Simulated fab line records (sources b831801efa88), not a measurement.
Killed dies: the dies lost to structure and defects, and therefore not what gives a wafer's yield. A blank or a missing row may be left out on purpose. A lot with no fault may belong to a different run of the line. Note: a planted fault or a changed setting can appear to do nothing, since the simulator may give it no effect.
The tool behind it: which one? + flow gf180mcu + Sampling: 13 lots, 39 wafers, 3 of 602 route steps

== WHAT THE GAUGES READ, wafer by wafer ==
GF_VT_IMPLANT_OVL_MEAS_18. Usual: VT_IMPLANT_01_OVL gives 0.0 nm (standard deviation 1.4).
| lot  | measured     | on         | VT_IMPLANT_01_OVL (nm) | flag |
|------|--------------|------------|------------------------|------|
| L131 | day 6 05:52  | overlay-01 | -0.2 -1.3 0.0          |      |
| L132 | day 6 10:11  | overlay-01 | -0.3 0.3 0.5           |      |
| L134 | day 7 02:17  | overlay-02 | -0.9 -3.3 -3.4         |      |
| L137 | day 7 16:45  | overlay-02 | -2.4 2.0 -2.8          |      |
| L138 | day 7 20:07  | overlay-02 | 1.7 1.0 1.9            |      |
| L139 | day 8 10:33  | overlay-02 | -1.8 -1.6 -2.7         |      |
| L140 | day 8 10:40  | overlay-01 | -2.5 -0.3 0.0          |      |
| L141 | day 8 18:25  | overlay-02 | -2.4 -1.8 -0.3         |      |
| L142 | day 8 23:44  | overlay-01 | -0.4 -0.9 2.0          |      |
| L147 | day 10 16:11 | overlay-01 | 1.7 1.0 1.2            |      |
| L148 | day 10 20:34 | overlay-01 | 1.6 0.5 1.6            |      |
| L149 | day 11 05:37 | overlay-01 | 0.6 0.9 1.3            |      |
| L154 | day 12 08:58 | overlay-02 | -0.8 0.5 -1.5          |      |

GF_VT_IMPLANT_RS_MEAS_46: measurement is done with a four-point probe. Usual: MVSD_RS gives 456.1 ohm/sq (standard deviation 1.3).
| lot  | measured     | on           | MVSD_RS (ohm/sq)  | flag |
|------|--------------|--------------|-------------------|------|
| L131 | day 7 12:34  | filmMetro-04 | 456.4 456.1 455.0 |      |
| L132 | day 7 17:26  | filmMetro-02 | 457.0 457.5 457.6 |      |
| L134 | day 8 11:08  | filmMetro-03 | 457.7 457.6 457.5 |      |
| L137 | day 9 02:37  | filmMetro-04 | 457.2 455.9 456.8 |      |
| L138 | day 9 05:06  | filmMetro-04 | 455.4 455.0 454.9 |      |
| L139 | day 9 20:54  | filmMetro-03 | 459.1 458.1 458.7 |      |
| L140 | day 9 21:41  | filmMetro-04 | 456.0 456.6 455.8 |      |
| L141 | day 10 05:02 | filmMetro-03 | 458.0 457.9 455.7 |      |
| L142 | day 10 11:41 | filmMetro-03 | 457.4 456.6 456.3 |      |
| L147 | day 12 06:11 | filmMetro-02 | 455.7 455.6 456.4 |      |
| L148 | day 12 11:35 | filmMetro-02 | 456.9 456.5 457.0 |      |
| L149 | day 12 21:27 | filmMetro-04 | 455.4 453.9 455.1 |      |
| L154 | day 14 00:44 | filmMetro-02 | 456.7 457.6 457.1 |      |

== WHICH TOOL RAN EACH LOT (tool, then ch and the chambers of the sampled wafers, then the start) ==
| lot  | GF_VT_IMPLANT_STRIP_20              |
|------|-------------------------------------|
| L131 | plasmaAsher-03 ch 0,1, day 6 06:03  |
| L132 | plasmaAsher-03 ch 0,1, day 6 10:22  |
| L134 | plasmaAsher-03 ch 0,1, day 7 02:28  |
| L137 | plasmaAsher-03 ch 0,1, day 7 16:57  |
| L138 | plasmaAsher-02 ch 0,1, day 7 20:18  |
| L139 | plasmaAsher-02 ch 0,1, day 8 10:45  |
| L140 | plasmaAsher-01 ch 0,1, day 8 10:52  |
| L141 | plasmaAsher-03 ch 0,1, day 8 18:36  |
| L142 | plasmaAsher-03 ch 0,1, day 8 23:55  |
| L147 | plasmaAsher-01 ch 0,1, day 10 16:22 |
| L148 | plasmaAsher-02 ch 0,1, day 10 20:45 |
| L149 | plasmaAsher-01 ch 1, day 11 05:48   |
| L154 | plasmaAsher-01 ch 0,1, day 12 09:09 |
- GF_VT_IMPLANT_STRIP_20: strips in O2/N2.

== AS READ BY THE TOOLS THEMSELVES (means over the sampled wafers that have a number; for cases with no such wafer, the mark the record gives instead) ==
GF_VT_IMPLANT_STRIP_20. Usual: drypumpMotorCurrentA 5.6 A, standard deviation 0.44; heaterPowerW 307 W, standard deviation 37; n2FlowSccm 299.8 sccm, standard deviation 0.96; oesProductAu 0.716 a.u., standard deviation 0.0045; stripTimeToEndpointS 12.65 s, standard deviation 0.037.
| lot  | tool           | drypumpMotorCurrentA (A) | heaterPowerW (W) | n2FlowSccm (sccm) | oesProductAu (a.u.) | stripTimeToEndpointS (s) | flag |
|------|----------------|--------------------------|------------------|-------------------|---------------------|--------------------------|------|
| L131 | plasmaAsher-03 | 5.9                      | 306              | 300.0             | 0.714               | 12.61                    |      |
| L132 | plasmaAsher-03 | 5.8                      | 300              | 298.9             | 0.715               | 12.64                    |      |
| L134 | plasmaAsher-03 | 5.6                      | 276              | 300.1             | 0.721               | 12.63                    |      |
| L137 | plasmaAsher-03 | 5.8                      | 304              | 300.3             | 0.715               | 12.62                    |      |
| L138 | plasmaAsher-02 | 5.9                      | 319              | 299.2             | 0.719               | 12.60                    |      |
| L139 | plasmaAsher-02 | 5.8                      | 336              | 299.3             | 0.713               | 12.66                    |      |
| L140 | plasmaAsher-01 | 5.2                      | 302              | 299.9             | 0.714               | 12.66                    |      |
| L141 | plasmaAsher-03 | 5.8                      | 304              | 299.3             | 0.717               | 12.62                    |      |
| L142 | plasmaAsher-03 | 5.6                      | 277              | 298.4             | 0.714               | 12.66                    |      |
| L147 | plasmaAsher-01 | 5.0                      | 316              | 300.2             | 0.719               | 12.67                    |      |
| L148 | plasmaAsher-02 | 5.8                      | 333              | 300.3             | 0.716               | 12.63                    |      |
| L149 | plasmaAsher-01 | 4.8                      | 322              | 301.5             | 0.716               | 12.62                    |      |
| L154 | plasmaAsher-01 | 5.2                      | 305              | 300.9             | 0.716               | 12.68                    |      |

== THE ANSWER, worked out from the rows above alone ==
Rule: take the mean of a lot's wafers that have a number; if it is more than 3 standard deviations from the usual mean, the lot is off. Also off: a lot with no number at a reading for which 4 or more lots have one. The other lots that the step has rows for count as sound. First the gauges in route order, then the tools' own readings, where a lot's mean is used as printed above. At the first step where some lot is off, the reading lying furthest off is the one used; lots without a number count as furthest.
Across all readings shown, no lot is off: no conclusion can be drawn from this.

== WHAT HAD BEEN PUT IN BY THE SIMULATOR ==
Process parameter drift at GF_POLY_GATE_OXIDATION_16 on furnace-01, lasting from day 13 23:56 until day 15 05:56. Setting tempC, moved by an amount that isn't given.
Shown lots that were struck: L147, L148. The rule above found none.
